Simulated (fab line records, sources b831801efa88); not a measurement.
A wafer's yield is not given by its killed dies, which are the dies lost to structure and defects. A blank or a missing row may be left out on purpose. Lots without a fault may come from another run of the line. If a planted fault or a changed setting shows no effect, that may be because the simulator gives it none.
fab line records	flow sky130
[record] lots = 12	wafers = 34	last_day = 50
route steps=708 shown LI_CONTACT@375 LOCAL_INTERCONNECT@388 CONTACT@406 PAD_OPEN@708
lots untouched by any fault: they come from a run of this same line in which no faults occurred
start_h: hours from the record's opening day to when the first of the lot's shown wafers began	wait_h: hours since the lot's step before	" same as the row above	L1.1+2: a single row standing in for several wafers	- no value, or no start was given	* or withheld: withheld	< > ~ a bound
route shown NAME@n: a module of which the file shows steps, and the number in the route of the first	usual: mean/standard deviation of fault-free wafers	same: alike in all rows	chamber/n: place in a boat	sites: readings site by site	_std_site: their standard deviation	_edge_site: outer sites' mean less inner sites'	radius_mm: how far each site lies from the wafer's centre	mask NAME#n: copy n	behind: the tool/chamber that last shaped the wafer	hold: the reason the lot was held/the length of the hold in hours/how it ended	device: the n, p or np transistor that did not switch	end of line: the same wafers' tests at the end of the route	for a step that has no rows: nothing shown but its recipe	killed: at the first sort, the dies lost to defects and structure; wafer yield is something else	map: shows each die of a wafer: x if killed, . if not, _ if none is there
set.NAME: setting as actually run; set.NAME@STEP: the setting as run at that earlier step	model.NAME: the simulator's own value behind a step, which no gauge read
the route's steps for a sample of lots (tables are steps, rows are wafers)
services: a tool's chamber out of use, with start hour (start_h, from the record's first day; less than 0 if before it), hours out, and reason
[[steps]]
[step SKY_LI_CONTACT_OVL_MEAS_13]
[usual] LI_CONTACT_OVL = 0/5.3
lot.wafer	tool	chamber	start_h	wait_h	LI_CONTACT_OVL[nm]
L630.3	overlay-02	-	679.77	0.1	1
L630.5	"	-	"	"	7
L630.6	"	-	"	"	0
L631.1	overlay-01	-	700.47	0.1	4
L631.2	"	-	"	"	-9
L631.6	"	-	"	"	-12
L636.1	overlay-01	-	738.47	0.1	3
L636.4	"	-	"	"	-6
L636.5	"	-	"	"	13
L634.2	overlay-01	-	739.21	0.1	-2
L634.3	"	-	"	"	-2
L634.5	"	-	"	"	-1
L637.1	overlay-02	-	742.54	0.1	-9
L637.2	"	-	"	"	-5
L637.4	"	-	"	"	-2
L638.3	overlay-02	-	748.07	0.1	5
L638.5	"	-	"	"	3
L638.6	"	-	"	"	-6
L642.1	overlay-01	-	778.59	0.1	8
L642.3	"	-	"	"	1
L642.6	"	-	"	"	-5
L643.5	overlay-01	-	782.86	0.0	-4
L643.6	"	-	"	"	-4
L645.5	overlay-02	-	803.73	0.0	-4
L645.6	"	-	"	"	2
L648.3	overlay-01	-	824.67	0.1	-4
L648.4	"	-	"	"	3
L648.6	"	-	"	"	1
L651.1	overlay-02	-	839.84	0.1	-2
L651.2	"	-	"	"	-1
L651.5	"	-	"	"	0
L652.1	overlay-01	-	846.99	0.1	0
L652.4	"	-	"	"	5
L652.5	"	-	"	"	0
[step SKY_LOCAL_INTERCONNECT_RS_MEAS_01]
[recipe] thk_meas_gauge = four-point-probe	reads = TiN_of_LOCAL_INTERCONNECT_SPUTTER_00
[usual] LOCAL_INTERCONNECT_TIN_RS = 14.17/0.16
lot.wafer	tool	chamber	start_h	wait_h	LOCAL_INTERCONNECT_TIN_RS[ohm/sq]
L630.3	film_metro-02	-	681.06	0.1	14.14
L630.5	"	-	"	"	14.07
L630.6	"	-	"	"	14.10
L631.1	film_metro-03	-	701.73	0.0	14.09
L631.2	"	-	"	"	14.12
L631.6	"	-	"	"	14.26
L636.1	film_metro-02	-	739.73	0.0	14.20
L636.4	"	-	"	"	13.98
L636.5	"	-	"	"	14.07
L634.2	film_metro-02	-	740.49	0.1	14.26
L634.3	"	-	"	"	14.36
L634.5	"	-	"	"	14.24
L637.1	film_metro-03	-	743.80	0.0	14.32
L637.2	"	-	"	"	14.29
L637.4	"	-	"	"	14.26
L638.3	film_metro-02	-	749.36	0.1	14.22
L638.5	"	-	"	"	14.17
L638.6	"	-	"	"	14.25
L642.1	film_metro-03	-	779.85	0.0	13.97
L642.3	"	-	"	"	13.80
L642.6	"	-	"	"	13.97
L643.5	film_metro-01	-	784.18	0.1	13.95
L643.6	"	-	"	"	13.77
L645.5	film_metro-02	-	805.05	0.1	14.37
L645.6	"	-	"	"	14.55
L648.3	film_metro-03	-	825.96	0.1	14.19
L648.4	"	-	"	"	14.00
L648.6	"	-	"	"	14.18
L651.1	film_metro-02	-	841.28	0.0	14.16
L651.2	"	-	"	"	13.98
L651.5	"	-	"	"	14.06
L652.1	film_metro-01	-	848.25	0.0	14.15
L652.4	"	-	"	"	14.24
L652.5	"	-	"	"	14.13
[step SKY_LOCAL_INTERCONNECT_OVL_MEAS_12]
[usual] LOCAL_INTERCONNECT_OVL = -2/5.4
lot.wafer	tool	chamber	start_h	wait_h	LOCAL_INTERCONNECT_OVL[nm]
L630.3	overlay-02	-	709.07	0.1	-4
L630.5	"	-	"	"	-1
L630.6	"	-	"	"	-1
L631.1	overlay-01	-	728.91	0.1	2
L631.2	"	-	"	"	8
L631.6	"	-	"	"	13
L636.1	overlay-02	-	766.81	0.1	-6
L636.4	"	-	"	"	-11
L636.5	"	-	"	"	-5
L634.2	overlay-02	-	767.96	0.1	-3
L634.3	"	-	"	"	7
L634.5	"	-	"	"	10
L637.1	overlay-02	-	771.32	0.1	-3
L637.2	"	-	"	"	4
L637.4	"	-	"	"	4
L638.3	overlay-01	-	776.22	0.1	3
L638.5	"	-	"	"	2
L638.6	"	-	"	"	8
L642.1	overlay-02	-	806.56	0.1	-4
L642.3	"	-	"	"	3
L642.6	"	-	"	"	-1
L643.5	overlay-02	-	810.04	0.0	-1
L643.6	"	-	"	"	-5
L645.5	overlay-02	-	831.94	0.0	6
L645.6	"	-	"	"	2
L648.3	overlay-01	-	852.38	0.1	-9
L648.4	"	-	"	"	-5
L648.6	"	-	"	"	-7
L651.1	overlay-01	-	867.51	0.1	-1
L651.2	"	-	"	"	2
L651.5	"	-	"	"	-6
L652.1	overlay-01	-	875.02	0.1	-4
L652.4	"	-	"	"	-3
L652.5	"	-	"	"	3
[step SKY_CONTACT_CVD_00]
[recipe] material = Si3N4	target_thk_nm = 75	temp_c = 400	time_s = withheld	rf_w = 450
[usual] heater_power_w = 720/75
lot.wafer	tool	chamber	start_h	wait_h	heater_power_w
L630.3	pecvd-01	0	710.21	0.0	778
L630.5	"	1	"	"	688
L630.6	"	0	"	"	762
L631.1	pecvd-03	2	729.65	0.0	865
L631.2	"	1	"	"	646
L631.6	"	1	"	"	658
L636.1	pecvd-01	1	767.55	0.0	760
L636.4	"	0	"	"	759
L636.5	"	2	"	"	754
L634.2	pecvd-02	2	768.70	0.0	688
L634.3	"	1	"	"	795
L634.5	"	2	"	"	699
L637.1	pecvd-03	2	772.10	0.0	847
L637.2	"	0	"	"	702
L637.4	"	1	"	"	759
L638.3	pecvd-01	2	777.02	0.0	706
L638.5	"	2	"	"	704
L638.6	"	0	"	"	852
L642.1	pecvd-03	0	807.30	0.0	666
L642.3	"	2	"	"	847
L642.6	"	1	"	"	721
L643.5	pecvd-03	0	810.78	0.0	688
L643.6	"	1	"	"	705
L645.5	pecvd-03	2	832.80	0.0	835
L645.6	"	0	"	"	778
L648.3	pecvd-02	2	853.14	0.0	588
L648.4	"	1	"	"	672
L648.6	"	2	"	"	597
L651.1	pecvd-02	0	868.26	0.0	569
L651.2	"	2	"	"	707
L651.5	"	2	"	"	565
L652.1	pecvd-02	0	875.87	0.0	605
L652.4	"	1	"	"	696
L652.5	"	2	"	"	681
[step SKY_CONTACT_THK_MEAS_01]
[recipe] reads = Si3N4_of_CONTACT_CVD_00
[usual] CONTACT_CVD_00_THK = 74.9/0.88
lot.wafer	tool	chamber	start_h	wait_h	CONTACT_CVD_00_THK[nm]
L630.3	film_metro-04	-	710.26	-	75.4
L630.5	"	-	"	"	76.5
L630.6	"	-	"	"	75.7
L631.1	film_metro-02	-	729.68	-	73.4
L631.2	"	-	"	"	73.5
L631.6	"	-	"	"	74.8
L636.1	film_metro-02	-	767.58	-	74.9
L636.4	"	-	"	"	76.3
L636.5	"	-	"	"	76.7
L634.2	film_metro-02	-	768.74	-	73.6
L634.3	"	-	"	"	74.6
L634.5	"	-	"	"	75.0
L637.1	film_metro-04	-	772.13	-	73.8
L637.2	"	-	"	"	74.3
L637.4	"	-	"	"	75.5
L638.3	film_metro-02	-	777.08	-	74.2
L638.5	"	-	"	"	75.0
L638.6	"	-	"	"	74.4
L642.1	film_metro-02	-	807.33	-	74.9
L642.3	"	-	"	"	74.7
L642.6	"	-	"	"	37.9
L643.5	film_metro-01	-	810.83	-	75.3
L643.6	"	-	"	"	37.2
L645.5	film_metro-02	-	832.85	-	75.8
L645.6	"	-	"	"	37.1
L648.3	film_metro-04	-	853.19	-	74.4
L648.4	"	-	"	"	74.5
L648.6	"	-	"	"	74.7
L651.1	film_metro-04	-	868.31	-	73.1
L651.2	"	-	"	"	73.7
L651.5	"	-	"	"	73.4
L652.1	film_metro-04	-	875.91	-	74.2
L652.4	"	-	"	"	75.2
L652.5	"	-	"	"	74.3
[step SKY_CONTACT_ETCH_18]
[recipe] target = Si3N4	chemistry = CHF3/O2	stop_on = TiN	source_w = 600	bias_w = 200	pressure_mtorr = 40	chf3_flow_sccm = 50	O2_flow_sccm = 5	time_s = 39	target_depth_a = 750
[usual] drypump_motor_current_A = 5.6/0.49	oes_product_au = 0.854/0.0072	throttle_valve_pct = 8.793/0.0096
lot.wafer	tool	chamber	start_h	wait_h	drypump_motor_current_A	oes_product_au	rf_hours_counter_h	throttle_valve_pct
L630.3	rie_diel-04	3	-	-	5.7	0.856	8	8.788
L630.5	"	3	"	"	5.7	0.866	-	8.807
L630.6	"	2	"	"	6.0	0.856	-	8.795
L631.1	rie_diel-02	0	-	-	5.9	0.839	19	8.792
L631.2	"	2	"	"	5.1	0.847	7	8.799
L631.6	"	0	"	"	6.0	0.850	-	8.783
L636.1	rie_diel-02	1	-	-	5.4	0.847	7	8.799
L636.4	"	0	"	"	5.9	0.861	20	8.809
L636.5	"	2	"	"	5.1	0.869	-	8.799
L634.2	rie_diel-02	0	-	-	5.9	0.848	20	8.781
L634.3	"	3	"	"	5.5	0.851	6	8.804
L634.5	"	2	"	"	5.1	0.856	-	8.796
L637.1	rie_diel-04	3	-	-	5.8	0.839	10	8.794
L637.2	"	1	"	"	6.2	0.842	11	8.780
L637.4	"	0	"	"	6.2	0.859	0	8.792
L638.3	rie_diel-02	1	-	-	5.4	0.844	7	8.799
L638.5	"	0	"	"	5.9	0.855	-	8.800
L638.6	"	3	"	"	5.6	0.849	-	8.813
L642.1	rie_diel-02	2	-	-	5.1	0.855	9	8.788
L642.3	"	0	"	"	5.9	0.852	21	8.793
L642.6	"	0	"	"	5.9	0.619	-	8.732
L643.5	rie_diel-03	3	-	-	6.4	0.851	-	8.809
L643.6	"	0	"	"	4.7	0.611	-	8.733
L645.5	rie_diel-03	3	-	-	6.4	0.858	-	8.781
L645.6	"	0	"	"	4.7	0.609	-	8.745
L648.3	rie_diel-03	3	-	-	6.4	0.858	14	8.785
L648.4	"	1	"	"	5.4	0.846	-	8.775
L648.6	"	0	"	"	4.7	0.852	-	8.793
L651.1	rie_diel-04	1	-	-	6.2	0.843	15	8.783
L651.2	"	2	"	"	6.0	0.850	13	8.787
L651.5	"	2	"	"	5.9	0.846	-	8.793
L652.1	rie_diel-02	1	-	-	5.4	0.844	10	8.797
L652.4	"	0	"	"	6.0	0.861	24	8.790
L652.5	"	2	"	"	5.1	0.850	-	8.788
[step SKY_PAD_OPEN_PROBE_99]
[usual] killed_at_M0_to_M3 = 43/6.5	killed_at_M4_up = 3.5/1.9	killed_at_contacts = 24/5.4	killed_at_front_end = 16/4.8	killed_at_other = 0.4/0.64	killed_dies = 87/9.4	killed_open = 47/7	killed_short = 40/6.3
[same] gross_dies = 492	killed_at_back_side = 0
lot.wafer	tool	chamber	start_h	wait_h	killed_at_M0_to_M3	killed_at_M4_up	killed_at_contacts	killed_at_front_end	killed_at_other	killed_dies	killed_open	killed_short
L630.3	prober-02	-	1078.00	0.2	34	1	27	17	0	79	44	35
L630.5	prober-02	-	1078.10	0.2	47	4	21	20	1	93	44	49
L630.6	prober-02	-	1078.15	0.2	36	2	26	15	1	80	51	29
L637.1	prober-01	-	1124.51	0.1	60	1	25	20	0	106	56	50
L637.2	prober-01	-	1124.56	0.1	53	4	33	19	0	109	58	50
L637.4	prober-01	-	1124.66	0.2	48	3	28	13	0	92	51	41
L648.3	prober-01	-	1179.64	0.2	55	2	27	17	0	101	60	41
L648.4	prober-01	-	1179.69	0.2	34	4	26	15	0	79	46	31
L648.6	prober-01	-	1179.79	0.2	51	4	26	9	0	90	56	34
L651.1	prober-02	-	1188.81	0.1	53	2	28	15	1	99	59	40
L651.2	prober-02	-	1188.86	0.1	42	1	21	13	0	77	38	39
L651.5	prober-02	-	1189.01	0.2	43	8	35	17	0	103	63	40
L652.1	prober-01	-	1194.79	0.1	41	2	14	16	1	74	37	36
L652.4	prober-01	-	1194.94	0.2	34	5	29	20	0	88	45	42
L652.5	prober-01	-	1194.99	0.2	40	5	21	17	0	83	43	40
// killed by level:class
L630.3 VIA2:geometric_particle:open=10 CONTACT:geometric_particle:open=10 LI_CONTACT:geometric_particle:open=8 LI_CONTACT:geometric_particle:short=4 VIA1:geometric_particle:open=4 METAL2:geometric_particle:short=4 VIA1:geometric_particle:short=3 FIELD_ISO:geometric_particle:open=3
L630.5 VIA1:geometric_particle:open=9 FIELD_ISO:geometric_particle:short=7 VIA3:geometric_particle:open=7 FIELD_ISO:geometric_particle:open=6 LI_CONTACT:geometric_particle:open=6 VIA1:geometric_particle:short=6 METAL1:geometric_particle:short=5 LI_CONTACT:geometric_particle:short=4
L630.6 CONTACT:geometric_particle:open=13 VIA1:geometric_particle:open=11 LI_CONTACT:geometric_particle:open=7 VIA3:geometric_particle:open=6 POLY_GATE:geometric_particle:short=5 FIELD_ISO:geometric_particle:open=4 METAL1:geometric_particle:short=4 CONTACT:geometric_particle:short=4
L637.1 VIA1:geometric_particle:open=13 VIA2:geometric_particle:open=9 LI_CONTACT:geometric_particle:open=8 CONTACT:geometric_particle:open=8 METAL1:geometric_particle:short=8 VIA3:geometric_particle:open=7 FIELD_ISO:geometric_particle:short=6 VIA3:geometric_particle:short=6
L637.2 VIA1:geometric_particle:open=12 CONTACT:geometric_particle:open=10 METAL2:geometric_particle:short=9 LI_CONTACT:geometric_particle:open=9 VIA3:geometric_particle:open=8 CONTACT:geometric_particle:short=7 SPACER:geometric_particle:short=6 METAL1:geometric_particle:short=6
L637.4 VIA1:geometric_particle:open=13 LI_CONTACT:geometric_particle:open=10 VIA1:geometric_particle:short=8 VIA2:geometric_particle:open=8 VIA3:geometric_particle:open=7 CONTACT:geometric_particle:open=6 FIELD_ISO:geometric_particle:open=5 LI_CONTACT:geometric_particle:short=5
L648.3 VIA1:geometric_particle:open=19 VIA3:geometric_particle:open=10 LI_CONTACT:geometric_particle:open=9 VIA3:geometric_particle:short=8 FIELD_ISO:geometric_particle:open=6 CONTACT:geometric_particle:open=6 METAL2:geometric_particle:short=6 POLY_GATE:geometric_particle:short=4
L648.4 VIA1:geometric_particle:open=12 LI_CONTACT:geometric_particle:open=6 VIA3:geometric_particle:open=6 LI_CONTACT:geometric_particle:short=5 LOCAL_INTERCONNECT:geometric_particle:short=5 CONTACT:geometric_particle:short=5 VIA2:geometric_particle:open=5 POLY_GATE:geometric_particle:short=4
L648.6 VIA1:geometric_particle:open=11 VIA2:geometric_particle:open=10 LI_CONTACT:geometric_particle:open=8 CONTACT:geometric_particle:open=8 VIA3:geometric_particle:open=8 METAL1:geometric_particle:short=7 METAL2:geometric_particle:short=5 FIELD_ISO:geometric_particle:open=4
L651.1 LI_CONTACT:geometric_particle:open=10 VIA2:geometric_particle:open=10 VIA1:geometric_particle:open=9 VIA3:geometric_particle:open=9 CONTACT:geometric_particle:open=8 FIELD_ISO:geometric_particle:short=6 METAL1:geometric_particle:short=6 FIELD_ISO:geometric_particle:open=5
L651.2 VIA1:geometric_particle:open=12 CONTACT:geometric_particle:open=8 FIELD_ISO:geometric_particle:short=6 VIA1:geometric_particle:short=6 LI_CONTACT:geometric_particle:short=5 METAL1:geometric_particle:short=5 METAL3:geometric_particle:short=5 VIA3:geometric_particle:open=5
L651.5 CONTACT:geometric_particle:open=18 VIA1:geometric_particle:open=9 METAL2:geometric_particle:short=8 FIELD_ISO:geometric_particle:open=6 LI_CONTACT:geometric_particle:open=6 LOCAL_INTERCONNECT:geometric_particle:short=5 VIA2:geometric_particle:open=5 VIA3:geometric_particle:open=5
L652.1 METAL1:geometric_particle:short=7 METAL2:geometric_particle:short=6 FIELD_ISO:geometric_particle:open=5 VIA3:geometric_particle:open=5 METAL2:geometric_particle:open=5 FIELD_ISO:geometric_particle:short=4 LI_CONTACT:geometric_particle:open=4 CONTACT:geometric_particle:open=4
L652.4 LI_CONTACT:geometric_particle:open=8 CONTACT:geometric_particle:open=8 POLY_GATE:geometric_particle:open=6 VIA2:geometric_particle:open=6 POLY_GATE:geometric_particle:short=5 METAL2:geometric_particle:short=5 FIELD_ISO:geometric_particle:short=4 CONTACT:geometric_particle:short=4
L652.5 CONTACT:geometric_particle:open=9 VIA1:geometric_particle:open=7 VIA3:geometric_particle:open=6 METAL1:geometric_particle:short=6 POLY_GATE:geometric_particle:short=5 LI_CONTACT:geometric_particle:open=5 VIA2:geometric_particle:short=5 FIELD_ISO:geometric_particle:short=4
[[services]]
tool	chamber	start_h	hours	kind
rie_diel-04	1	693.39	6.8	repair
pecvd-02	1	697.24	5.5	scheduled_down
rie_diel-04	-	708.68	0.3	repair
rie_diel-02	1	725.74	7.4	repair
pecvd-01	0	727.88	5.5	scheduled_down
rie_diel-04	1	732.00	4.7	repair
pecvd-01	1	744.54	5.5	scheduled_down
rie_diel-03	-	771.29	2.8	pm
rie_diel-04	0	773.22	-	clean
rie_diel-04	0	773.22	24.6	scheduled_down
rie_diel-04	0	773.22	24.6	vent_cycle
rie_diel-03	0	790.85	2.9	repair
pecvd-03	0	811.63	5.9	repair
pecvd-02	1	818.12	-	clean
pecvd-02	1	818.12	-	consumable_replace:showerhead
pecvd-02	1	818.12	29.0	scheduled_down
pecvd-02	1	818.12	29.0	vent_cycle
pecvd-01	2	825.10	2.1	scheduled_down
rie_diel-03	1	836.31	4.3	repair
pecvd-01	0	840.15	2.1	scheduled_down
pecvd-02	1	859.75	12.0	repair
pecvd-03	-	863.89	5.5	pm
pecvd-02	2	877.84	10.3	repair
rie_diel-02	1	887.22	10.5	repair
[[key]]
[first_sign] step = SKY_CONTACT_THK_MEAS_01	reading = CONTACT_CVD_00_THK	direction = down	sigmas = 42	usual = 74.9	struck = 37.4
[effect] step = SKY_CONTACT_ETCH_18	reading = oes_product_au	direction = down	sigmas = 33	usual = 0.854	struck = 0.613
met_at SKY_CONTACT_CVD_00
struck_lots L642,L643,L645
struck_wafers L642.6,L643.6,L645.6
tester_left_out L642,L643,L645
not_acting_at SKY_LI_CONTACT_OVL_MEAS_13,SKY_LOCAL_INTERCONNECT_RS_MEAS_01,SKY_LOCAL_INTERCONNECT_OVL_MEAS_12
onset_between 772.10 807.30
[fault] kind = process_parameter_drift	tool = pecvd-03	chamber = -	onset_h = 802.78	steps = SKY_CONTACT_CVD_00	channel = target_thk_nm	offset = -38.093	shape = step	end_h = 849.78	scope = struck_wafers_only	acts_in = these_recipes_only	stated = 75
// tester_left_out: of these lots the tester's yield and bins aren't shown, on N5 and GAA mostly nor the transistor test; their killed dies are dies lost to structure and defects alone, not to doping, threshold or leakage, so they don't give the yield
